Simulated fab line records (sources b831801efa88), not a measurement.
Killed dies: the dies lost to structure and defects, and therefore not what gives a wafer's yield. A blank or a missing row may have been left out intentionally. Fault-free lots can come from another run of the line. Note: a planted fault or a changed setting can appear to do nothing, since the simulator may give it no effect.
fab line records | flow sky130
[record] lots = 24 wafers = 72 lastDay = 50
route steps=708 shown FIELD_ISO@24 LOCAL_INTERCONNECT@388 CONTACT@410 METAL3@567
lots with no fault: from the same line, run without faults
startH: start of the lot's first displayed wafer, in hours after the record's first day | waitH: how many hours have passed since the lot's step before this one | " the same as in the row above | L1.1+2: a single row standing in for several wafers | - no value present, or no start provided | * or withheld: withheld | < > ~ a bound
route shown NAME@n: NAME is a module with steps in the file, n the number in the route of the first one | usual: average and standard deviation across the fault-free wafers | same: alike in all rows | chamber/n: place in a boat | sites: per-site readings | _std_site: how widely they spread, as a standard deviation | _edge_site: inner sites' mean taken away from outer sites' mean | radiusMm: how far each site lies from the wafer's centre | mask NAME#n: copy n | behind: tool/chamber where the wafer was last shaped | hold: why the lot was held/for how many hours/how that ended | device: the transistor (n, p or np) that didn't switch | end of line: at the end of the route, the tests of the same wafers | step lacking rows: just its recipe | killed: not the wafer's yield, but the dies lost to structure and defects at the first sort | map: a wafer's dies, x killed, . not, _ none there
set.NAME: setting as actually run; set.NAME@STEP: the setting as run at that earlier step | model.NAME: the simulator's own value behind a step, which no gauge read
steps of the route over a sample of lots; a table a step, a row a wafer
services: the hour from which a tool's chamber was out of use, counted from the record's first day as startH (under 0 if before that day), plus the number of hours and why
[[steps]]
[step SKY_FIELD_ISO_THK_MEAS_23]
[recipe] reads = SiO2_of_FIELD_ISO_OXIDATION_22
[usual] FIELD_ISO_OXIDATION_01_THK = 10.05/0.2
// columns lot.wafer tool chamber startH waitH FIELD_ISO_OXIDATION_01_THK[nm]
L074.1 filmMetro-01 - 34.95 0.0 9.89
L074.3 " - " " 9.85
L074.5 " - " " 10.03
L075.1 filmMetro-02 - 39.50 0.0 9.88
L075.2 " - " " 9.88
L075.3 " - " " 9.83
L076.2 filmMetro-01 - 43.58 0.0 9.93
L076.3 " - " " 9.83
L076.4 " - " " 9.86
L077.2 filmMetro-03 - 47.87 0.0 10.07
L077.4 " - " " 10.08
L077.6 " - " " 10.00
L078.2 filmMetro-01 - 54.18 0.0 9.85
L078.3 " - " " 9.70
L078.5 " - " " 10.00
L079.2 filmMetro-01 - 58.56 0.0 10.09
L079.3 " - " " 10.06
L079.5 " - " " 10.20
L080.2 filmMetro-02 - 64.24 0.0 9.96
L080.4 " - " " 9.87
L080.5 " - " " 10.01
L081.1 filmMetro-03 - 69.89 0.0 9.93
L081.2 " - " " 9.94
L081.6 " - " " 9.99
L082.1 filmMetro-01 - 74.09 0.0 10.29
L082.4 " - " " 10.25
L082.6 " - " " 10.26
L083.1 filmMetro-01 - 79.51 0.0 9.76
L083.4 " - " " 9.70
L083.6 " - " " 9.68
L084.1 filmMetro-01 - 86.12 0.0 9.86
L084.2 " - " " 9.85
L084.6 " - " " 9.93
L085.1 filmMetro-03 - 88.14 0.0 10.16
L085.5 " - " " 10.13
L085.6 " - " " 10.19
L086.1 filmMetro-03 - 96.47 0.0 10.34
L086.4 " - " " 10.09
L086.5 " - " " 10.23
L087.3 filmMetro-03 - 103.48 0.0 10.10
L087.4 " - " " 10.05
L087.6 " - " " 10.08
L088.1 filmMetro-02 - 108.80 0.0 9.93
L088.3 " - " " 9.88
L088.5 " - " " 9.94
L089.1 filmMetro-03 - 108.80 0.0 9.76
L089.2 " - " " 9.79
L089.5 " - " " 9.60
L090.1 filmMetro-02 - 116.02 0.0 9.78
L090.2 " - " " 9.79
L090.5 " - " " 10.07
L091.2 filmMetro-03 - 119.52 0.0 10.04
L091.5 " - " " 10.16
L091.6 " - " " 10.04
L092.1 filmMetro-02 - 126.47 0.0 10.54
L092.3 " - " " 10.37
L092.4 " - " " 10.41
L093.1 filmMetro-03 - 129.41 0.0 10.41
L093.3 " - " " 10.23
L093.6 " - " " 10.28
L094.2 filmMetro-01 - 135.90 0.0 10.28
L094.4 " - " " 10.18
L094.5 " - " " 10.27
L095.3 filmMetro-03 - 140.55 0.0 10.02
L095.5 " - " " 10.00
L095.6 " - " " 9.88
L096.3 filmMetro-02 - 145.38 0.0 10.33
L096.5 " - " " 10.16
L096.6 " - " " 10.33
L097.2 filmMetro-02 - 152.04 0.0 10.24
L097.4 " - " " 10.15
L097.6 " - " " 10.14
[step SKY_LOCAL_INTERCONNECT_RS_MEAS_01]
[recipe] thkMeasGauge = four-point-probe reads = TiN_of_LOCAL_INTERCONNECT_SPUTTER_00
[usual] LOCAL_INTERCONNECT_TIN_RS = 14.12/0.14
// columns lot.wafer tool chamber startH waitH LOCAL_INTERCONNECT_TIN_RS[ohm/sq]
L076.2 filmMetro-04 - 708.77 0.1 14.26
L076.3 " - " " 13.99
L076.4 " - " " 14.11
L075.1 filmMetro-04 - 710.75 0.0 14.25
L075.2 " - " " 14.21
L075.3 " - " " 14.18
L074.1 filmMetro-04 - 711.56 0.0 14.16
L074.3 " - " " 14.48
L074.5 " - " " 13.93
L078.2 filmMetro-04 - 714.23 0.1 14.05
L078.3 " - " " 14.15
L078.5 " - " " 14.08
L079.2 filmMetro-04 - 715.24 0.1 14.23
L079.3 " - " " 14.30
L079.5 " - " " 14.20
L077.2 filmMetro-04 - 716.19 0.1 13.94
L077.4 " - " " 14.19
L077.6 " - " " 14.04
L080.2 filmMetro-04 - 727.98 0.1 14.22
L080.4 " - " " 13.80
L080.5 " - " " 14.21
L081.1 filmMetro-02 - 729.20 0.0 14.29
L081.2 " - " " 14.16
L081.6 " - " " 14.33
L083.1 filmMetro-02 - 748.06 0.0 14.32
L083.4 " - " " 14.23
L083.6 " - " " 14.31
L082.1 filmMetro-03 - 750.80 0.0 14.36
L082.4 " - " " 14.03
L082.6 " - " " 14.06
L085.1 filmMetro-02 - 777.41 0.0 14.25
L085.5 " - " " 14.21
L085.6 " - " " 14.20
L084.1 filmMetro-02 - 779.85 0.1 14.08
L084.2 " - " " 13.97
L084.6 " - " " 14.04
L087.3 filmMetro-03 - 785.19 0.1 13.94
L087.4 " - " " 13.87
L087.6 " - " " 14.08
L086.1 filmMetro-03 - 786.43 0.0 14.18
L086.4 " - " " 14.20
L086.5 " - " " 14.20
L089.1 filmMetro-02 - 799.41 0.0 14.11
L089.2 " - " " 14.15
L089.5 " - " " 14.16
L090.1 filmMetro-03 - 799.53 0.0 14.08
L090.2 " - " " 14.03
L090.5 " - " " 14.23
L088.1 filmMetro-03 - 802.45 0.0 13.95
L088.3 " - " " 14.12
L088.5 " - " " 14.02
L092.1 filmMetro-04 - 807.50 0.0 14.19
L092.3 " - " " 14.15
L092.4 " - " " 14.25
L091.2 filmMetro-04 - 811.52 0.1 14.13
L091.5 " - " " 14.16
L091.6 " - " " 13.98
L093.1 filmMetro-02 - 832.46 0.0 13.73
L093.3 " - " " 13.99
L093.6 " - " " 13.96
L095.3 filmMetro-02 - 841.79 0.1 14.05
L095.5 " - " " 14.00
L095.6 " - " " 14.10
L096.3 filmMetro-02 - 842.14 0.1 13.91
L096.5 " - " " 14.07
L096.6 " - " " 14.03
L094.2 filmMetro-02 - 842.43 0.1 14.15
L094.4 " - " " 14.35
L094.5 " - " " 14.38
L097.2 filmMetro-03 - 844.33 0.1 14.21
L097.4 " - " " 14.05
L097.6 " - " " 14.05
[step SKY_LOCAL_INTERCONNECT_CD_MEAS_11]
[recipe] targetCdNm = 170
[usual] cdNm = 170.3/1.4
// columns lot.wafer tool chamber startH waitH cdNm
L076.2 cdSem-01 - 736.84 - 168.3
L076.3 " - " " 169.3
L076.4 " - " " 169.3
L075.1 cdSem-01 - 738.03 - 170.9
L075.2 " - " " 172.3
L075.3 " - " " 171.4
L074.1 cdSem-01 - 738.73 - 168.7
L074.3 " - " " 168.5
L074.5 " - " " 168.2
L078.2 cdSem-02 - 740.89 - 166.0
L078.3 " - " " 169.4
L078.5 " - " " 170.0
L079.2 cdSem-02 - 742.30 - 171.2
L079.3 " - " " 174.1
L079.5 " - " " 171.0
L077.2 cdSem-02 - 742.74 - 170.6
L077.4 " - " " 171.9
L077.6 " - " " 171.0
L080.2 cdSem-01 - 755.29 - 169.6
L080.4 " - " " 170.1
L080.5 " - " " 169.2
L081.1 cdSem-02 - 756.82 - 170.9
L081.2 " - " " 169.7
L081.6 " - " " 170.7
L083.1 cdSem-01 - 774.52 - 169.7
L083.4 " - " " 170.5
L083.6 " - " " 171.0
L082.1 cdSem-02 - 778.33 - 170.6
L082.4 " - " " 169.9
L082.6 " - " " 168.9
L085.1 cdSem-01 - 804.52 - 169.9
L085.5 " - " " 170.8
L085.6 " - " " 170.0
L084.1 cdSem-01 - 805.67 - 171.2
L084.2 " - " " 170.3
L084.6 " - " " 171.0
L087.3 cdSem-01 - 811.02 - 169.1
L087.4 " - " " 170.1
L087.6 " - " " 169.2
L086.1 cdSem-02 - 812.27 - 169.9
L086.4 " - " " 169.6
L086.5 " - " " 169.2
L089.1 cdSem-01 - 832.68 - 166.4
L089.2 " - " " 167.6
L089.5 " - " " 168.3
L090.1 cdSem-02 - 832.82 - 169.6
L090.2 " - " " 168.0
L090.5 " - " " 168.6
L088.1 cdSem-02 - 833.67 - 171.3
L088.3 " - " " 171.6
L088.5 " - " " 171.5
L092.1 cdSem-02 - 835.37 - 170.0
L092.3 " - " " 169.6
L092.4 " - " " 170.7
L091.2 cdSem-01 - 835.90 - 172.6
L091.5 " - " " 171.7
L091.6 " - " " 170.0
L093.1 cdSem-02 - 858.68 - 172.4
L093.3 " - " " 172.2
L093.6 " - " " 171.6
L095.3 cdSem-01 - 867.46 - 170.2
L095.5 " - " " 170.0
L095.6 " - " " 170.6
L096.3 cdSem-01 - 868.06 - 170.0
L096.5 " - " " 169.2
L096.6 " - " " 169.8
L094.2 cdSem-02 - 868.35 - 172.7
L094.4 " - " " 172.2
L094.5 " - " " 171.4
L097.2 cdSem-02 - 870.44 - 169.4
L097.4 " - " " 171.4
L097.6 " - " " 170.0
[step SKY_CONTACT_CMP_04]
[recipe] material = SiO2 downForcePsi = 4 platenRpm = 60 padVelocityMS = 0.94248
[usual] motorCurrentA = 12.8/1.2 timeToEndpointS = 85/4.7
// columns lot.wafer tool chamber startH waitH motorCurrentA timeToEndpointS
L076.3 cmp-02 0 737.90 0.0 14.0 89
L076.4 " 1 " " 13.5 83
L076.2 " 3 " " 12.6 89
L075.3 cmp-02 2 739.15 0.0 11.7 84
L075.1 " 0 " " 13.4 84
L075.2 " 1 " " 14.4 76
L074.1 cmp-02 3 739.89 0.1 12.6 85
L074.3 " 1 " " 14.3 79
L074.5 " 3 " " 12.2 87
L078.3 cmp-02 1 742.00 0.0 14.9 85
L078.2 " 0 " " 13.8 92
L078.5 " 1 " " 14.8 84
L079.2 cmp-02 0 743.41 0.0 14.4 92
L079.3 " 3 " " 11.8 88
L079.5 " 0 " " 14.9 90
L077.2 cmp-01 3 743.85 0.0 11.5 86
L077.4 " 2 " " 14.6 85
L077.6 " 3 " " 11.6 83
L080.4 cmp-02 3 756.42 0.1 12.3 77
L080.2 " 1 " " 14.0 74
L080.5 " 2 " " 11.2 79
L081.1 cmp-01 0 757.90 0.1 12.1 96
L081.2 " 2 " " 13.5 93
L081.6 " 1 " " 11.9 90
L083.1 cmp-01 0 775.67 0.1 12.5 88
L083.4 " 1 " " 12.4 83
L083.6 " 1 " " 12.1 83
L082.4 cmp-01 2 779.43 0.0 13.9 81
L082.1 " 1 " " 11.0 78
L082.6 " 3 " " 11.9 85
L085.1 cmp-01 0 805.79 0.2 12.0 93
L085.5 " 1 " " 12.2 82
L085.6 " 2 " " 14.3 92
L084.1 cmp-01 3 806.80 0.1 11.4 83
L084.2 " 1 " " 11.5 85
L084.6 " 0 " " 11.5 91
L087.3 cmp-02 3 812.10 0.0 12.9 82
L087.4 " 0 " " 14.0 84
L087.6 " 0 " " 14.5 80
L086.4 cmp-02 0 813.39 0.0 14.3 84
L086.1 " 3 " " 12.2 87
L086.5 " 1 " " 14.6 80
L089.2 cmp-01 1 833.78 0.0 11.8 79
L089.1 " 3 " " 11.8 85
L089.5 " 2 " " 14.5 88
L090.1 cmp-02 2 833.97 0.1 11.3 86
L090.2 " 0 " " 14.0 90
L090.5 " 1 " " 14.4 77
L088.1 cmp-02 0 834.85 0.1 14.5 86
L088.3 " 1 " " 13.9 81
L088.5 " 2 " " 11.6 81
L092.4 cmp-01 2 836.61 0.1 13.7 89
L092.3 " 0 " " 11.6 92
L092.1 " 1 " " 12.0 81
L091.2 cmp-02 2 837.61 0.1 11.6 78
L091.5 " 1 " " 13.7 75
L091.6 " 2 " " 11.8 81
L093.1 cmp-02 3 859.77 0.1 12.5 81
L093.3 " 2 " " 11.5 81
L093.6 " 0 " " 14.6 81
L095.3 cmp-01 0 868.51 0.0 12.5 91
L095.5 " 0 " " 11.8 89
L095.6 " 1 " " 12.0 82
L096.3 cmp-01 2 869.10 0.0 14.0 90
L096.6 " 2 " " 14.4 87
L096.5 " 3 " " 12.6 91
L094.2 cmp-01 2 869.45 0.0 13.9 92
L094.4 " 1 " " 12.0 84
L094.5 " 2 " " 13.5 86
L097.2 cmp-02 1 871.56 0.1 13.8 80
L097.4 " 2 " " 11.7 83
L097.6 " 1 " " 14.3 84
[step SKY_CONTACT_STRIP_19]
[recipe] chemistry = O2/N2 powerW = 1400 pressureMtorr = 1500 platenTempC = withheld o2FlowSccm = 3000 n2FlowSccm = 300 overashFraction = 0.5
[usual] chamberPressureMTorr = 1500.1/1.4 drypumpMotorCurrentA = 5.7/0.35 oesProductAu = 0.381/0.0048 stripTimeToEndpointS = 3.62/0.03
// columns lot.wafer tool chamber startH waitH chamberPressureMTorr drypumpMotorCurrentA oesProductAu rfHoursCounterH stripTimeToEndpointS
L076.2 plasmaAsher-02 1 765.76 - 1499.7 6.2 0.383 96 3.59
L076.3 " 1 " " 1502.0 6.2 0.373 - 3.65
L076.4 " 0 " " 1499.0 5.3 0.379 - 3.64
L075.1 plasmaAsher-04 0 766.46 - 1498.5 5.6 0.380 2 3.60
L075.2 " 1 " " 1501.3 6.0 0.388 2 3.60
L075.3 " 1 " " 1500.2 6.0 0.379 - 3.59
L074.1 plasmaAsher-03 0 767.78 - 1501.2 6.0 0.381 62 3.59
L074.3 " 1 " " 1501.8 5.3 0.381 - 3.64
L074.5 " 1 " " 1500.4 5.3 0.379 - 3.61
L078.2 plasmaAsher-03 0 769.87 - 1498.6 6.0 0.382 62 3.60
L078.3 " 0 " " 1500.6 6.1 0.384 - 3.63
L078.5 " 1 " " 1501.8 5.3 0.372 - 3.60
L079.2 plasmaAsher-03 0 770.55 - 1503.4 6.0 0.385 62 3.60
L079.3 " 0 " " 1500.0 6.0 0.380 - 3.57
L079.5 " 1 " " 1499.2 5.3 0.380 - 3.58
L077.2 plasmaAsher-02 1 771.01 - 1499.9 6.2 0.380 96 3.67
L077.4 " 0 " " 1503.2 5.3 0.387 - 3.62
L077.6 " 0 " " 1499.2 5.3 0.379 - 3.62
L080.2 plasmaAsher-04 0 783.70 - 1499.4 5.6 0.384 4 3.56
L080.4 " 0 " " 1501.2 5.6 0.383 - 3.62
L080.5 " 0 " " 1499.1 5.6 0.375 - 3.60
L081.1 plasmaAsher-02 1 783.92 - 1499.8 6.2 0.377 97 3.63
L081.2 " 0 " " 1500.3 5.3 0.381 97 3.65
L081.6 " 0 " " 1499.4 5.3 0.383 - 3.63
L083.1 plasmaAsher-02 1 802.82 - 1501.0 6.2 0.381 99 3.62
L083.4 " 0 " " 1502.2 5.3 0.376 - 3.60
L083.6 " 0 " " 1501.5 5.3 0.378 - 3.64
L082.1 plasmaAsher-04 0 805.57 - 1497.6 5.6 0.384 6 3.63
L082.4 " 0 " " 1500.1 5.6 0.384 - 3.65
L082.6 " 1 " " 1498.1 6.0 0.380 - 3.61
L085.1 plasmaAsher-02 1 834.73 - 1499.9 6.2 0.383 102 3.64
L085.5 " 0 " " 1498.8 5.3 0.388 - 3.65
L085.6 " 1 " " 1500.2 6.2 0.389 - 3.63
L084.1 plasmaAsher-03 0 835.37 - 1500.5 6.0 0.384 68 3.63
L084.2 " 1 " " 1501.6 5.3 0.383 68 3.62
L084.6 " 1 " " 1499.5 5.3 0.390 - 3.64
L087.3 plasmaAsher-02 1 836.33 - 1501.5 6.2 0.382 - 3.60
L087.4 " 0 " " 1499.3 5.3 0.386 - 3.64
L087.6 " 1 " " 1498.6 6.2 0.385 - 3.62
L086.1 plasmaAsher-04 1 838.22 - 1498.9 6.0 0.383 9 3.59
L086.4 " 1 " " 1500.1 6.0 0.368 - 3.60
L086.5 " 0 " " 1500.0 5.6 0.376 - 3.63
L089.1 plasmaAsher-02 1 860.85 - 1501.0 6.2 0.395 104 3.67
L089.2 " 0 " " 1499.0 5.3 0.375 104 3.65
L089.5 " 0 " " 1500.5 5.3 0.375 - 3.66
L090.1 plasmaAsher-03 0 860.96 - 1499.4 6.0 0.374 70 3.55
L090.2 " 1 " " 1502.1 5.3 0.377 70 3.63
L090.5 " 1 " " 1499.4 5.3 0.390 - 3.57
L088.1 plasmaAsher-04 0 861.62 - 1501.0 5.6 0.379 11 3.58
L088.3 " 1 " " 1501.8 6.0 0.374 - 3.59
L088.5 " 1 " " 1497.7 6.0 0.373 - 3.58
L092.1 plasmaAsher-02 1 862.97 - 1500.2 6.2 0.376 104 3.66
L092.3 " 0 " " 1500.5 5.3 0.388 - 3.63
L092.4 " 1 " " 1499.5 6.2 0.386 - 3.62
L091.2 plasmaAsher-04 1 863.95 - 1497.5 6.0 0.383 12 3.66
L091.5 " 1 " " 1500.6 6.0 0.376 - 3.67
L091.6 " 0 " " 1497.8 5.6 0.379 - 3.66
L093.1 plasmaAsher-03 0 885.81 - 1498.5 6.0 0.377 73 3.64
L093.3 " 0 " " 1499.0 6.0 0.377 - 3.64
L093.6 " 1 " " 1501.1 5.3 0.380 - 3.64
L095.3 plasmaAsher-04 0 894.20 - 1499.9 5.6 0.374 - 3.61
L095.5 " 0 " " 1497.3 5.6 0.380 - 3.60
L095.6 " 1 " " 1497.7 6.0 0.379 - 3.62
L096.3 plasmaAsher-04 1 894.85 - 1501.8 6.0 0.374 - 3.60
L096.5 " 0 " " 1497.6 5.6 0.373 - 3.63
L096.6 " 1 " " 1500.1 6.0 0.375 - 3.54
L094.2 plasmaAsher-03 1 895.17 - 1501.0 5.3 0.379 75 3.56
L094.4 " 1 " " 1500.5 5.3 0.382 - 3.58
L094.5 " 0 " " 1498.9 6.0 0.384 - 3.59
L097.2 plasmaAsher-03 1 897.80 - 1497.9 5.3 0.382 75 3.67
L097.4 " 0 " " 1501.4 6.0 0.385 - 3.64
L097.6 " 0 " " 1500.0 6.0 0.385 - 3.66
[step SKY_METAL3_ETCH_17]
[recipe] target = SiO2 stopOn = TiN chemistry = C4F8/O2/Ar sourceW = 1536 biasW = 1200 pressureMtorr = 40 c4f8FlowSccm = withheld O2_flow_sccm = 6 Ar_flow_sccm = 300 timeS = 3.9 targetDepthA = 150
[usual] chamberPressureMTorr = 40.00/0.031 oesProductAu = 0.753/0.0074
// columns lot.wafer tool chamber startH waitH chamberPressureMTorr oesProductAu rfHoursCounterH
L076.2 rieDiel-03 1 942.70 0.1 40.03 0.746 1
L076.3 " 0 " " 39.99 0.751 2
L076.4 " 2 " " 40.02 0.752 17
L075.1 rieDiel-04 0 944.35 0.1 40.02 0.743 10
L075.2 " 2 " " 39.99 0.757 7
L075.3 " 3 " " 39.97 0.742 19
L074.1 rieDiel-02 3 944.56 0.1 40.04 0.753 8
L074.3 " 0 " " 39.98 0.749 9
L074.5 " 1 " " 40.00 0.757 -
L078.2 rieDiel-04 3 945.26 0.1 40.01 0.747 19
L078.3 " 2 " " 39.97 0.753 7
L078.5 " 0 " " 40.01 0.758 -
L079.2 rieDiel-02 1 945.30 0.1 39.97 0.747 13
L079.3 " 3 " " 40.02 0.744 8
L079.5 " 1 " " 40.05 0.751 -
L077.2 rieDiel-03 0 945.74 0.1 40.01 0.759 2
L077.4 " 3 " " 40.04 0.760 21
L077.6 " 0 " " 39.99 0.767 -
L080.2 rieDiel-04 0 945.95 0.1 39.98 0.752 10
L080.4 " 1 " " 40.08 0.763 15
L080.5 " 0 " " 39.96 0.752 -
L081.1 rieDiel-03 1 946.09 0.2 39.97 0.738 1
L081.2 " 0 " " 39.91 0.745 2
L081.6 " 1 " " 39.95 0.747 -
L083.1 rieDiel-02 0 966.21 0.1 39.99 0.742 9
L083.4 " 1 " " 40.01 0.749 13
L083.6 " 1 " " 40.02 0.749 -
L082.1 rieDiel-04 3 968.05 0.1 40.02 0.745 19
L082.4 " 0 " " 40.00 0.755 11
L082.6 " 2 " " 39.94 0.753 -
L085.1 rieDiel-02 2 992.96 0.1 40.01 0.744 15
L085.5 " 3 " " 40.08 0.747 -
L085.6 " 2 " " 40.01 0.762 -
L084.1 rieDiel-02 0 993.76 0.1 39.96 0.758 10
L084.2 " 2 " " 40.03 0.751 15
L084.6 " 1 " " 40.06 0.773 -
L087.3 rieDiel-03 2 994.08 0.1 40.01 0.749 18
L087.4 " 0 " " 39.95 0.755 4
L087.6 " 1 " " 40.06 0.762 -
L086.1 rieDiel-04 1 998.71 0.1 40.00 0.750 17
L086.4 " 2 " " 40.05 0.768 8
L086.5 " 1 " " 40.00 0.761 -
L089.1 rieDiel-03 0 1015.26 0.1 40.00 0.752 4
L089.2 " 2 " " 40.03 0.748 19
L089.5 " 2 " " 40.03 0.757 -
L090.1 rieDiel-02 2 1015.61 0.1 40.01 0.757 16
L090.2 " 0 " " 40.01 0.750 11
L090.5 " 2 " " 40.02 0.761 -
L088.1 rieDiel-03 1 1018.19 0.2 40.04 0.751 3
L088.3 " 2 " " 40.03 0.758 19
L088.5 " 0 " " 39.97 0.753 -
L092.1 rieDiel-03 3 1019.91 0.1 40.01 0.754 1
L092.3 " 2 " " 40.02 0.757 19
L092.4 " 0 " " 40.03 0.760 5
L091.2 rieDiel-04 0 1020.06 0.1 39.98 0.745 13
L091.5 " 2 " " 40.00 0.762 -
L091.6 " 3 " " 39.97 0.756 -
L093.1 rieDiel-02 1 1038.96 0.1 40.00 0.734 16
L093.3 " 3 " " 39.96 0.742 11
L093.6 " 1 " " 39.99 0.757 -
L095.3 rieDiel-03 3 1046.86 0.0 39.97 0.749 2
L095.5 " 3 " " 39.96 0.762 -
L095.6 " 2 " " 40.02 0.763 -
L096.3 rieDiel-04 1 1047.31 0.0 40.00 0.757 18
L096.5 " 2 " " 40.06 0.750 -
L096.6 " 1 " " 40.01 0.761 -
L094.2 rieDiel-04 2 1049.06 0.1 39.98 0.759 10
L094.4 " 2 " " 40.05 0.762 -
L094.5 " 1 " " 39.98 0.765 -
L097.2 rieDiel-02 1 1049.41 0.1 39.98 0.747 17
L097.4 " 2 " " 40.00 0.752 17
L097.6 " 2 " " 39.97 0.751 -
[[services]]
// columns tool chamber startH hours kind
rieDiel-02 - 733.00 4.3 pm
plasmaAsher-04 - 733.75 9.0 pm
cmp-01 - 733.81 0.3 repair
cmp-02 - 736.49 0.8 repair
cmp-01 - 737.50 6.0 pm
cmp-02 - 746.64 4.0 pm
rieDiel-03 3 764.95 37.4 repair
rieDiel-03 1 769.41 5.6 repair
rieDiel-04 2 777.85 16.6 repair
plasmaAsher-03 - 779.93 2.8 pm
cmp-01 - 781.89 0.2 repair
rieDiel-03 0 790.03 4.2 repair
rieDiel-02 2 794.25 3.1 repair
cmp-02 - 800.42 5.6 pm
rieDiel-03 0 819.31 15.5 repair
rieDiel-04 3 822.01 6.1 repair
plasmaAsher-02 - 838.66 14.6 pm
rieDiel-03 2 841.98 2.6 repair
plasmaAsher-04 - 849.67 3.8 repair
cmp-01 - 851.20 0.4 repair
cmp-01 - 912.00 4.0 pm
cmp-02 - 930.79 0.7 repair
cmp-01 - 1007.31 2.1 repair
cmp-01 - 1035.57 1.1 repair
[[key]]
fault none
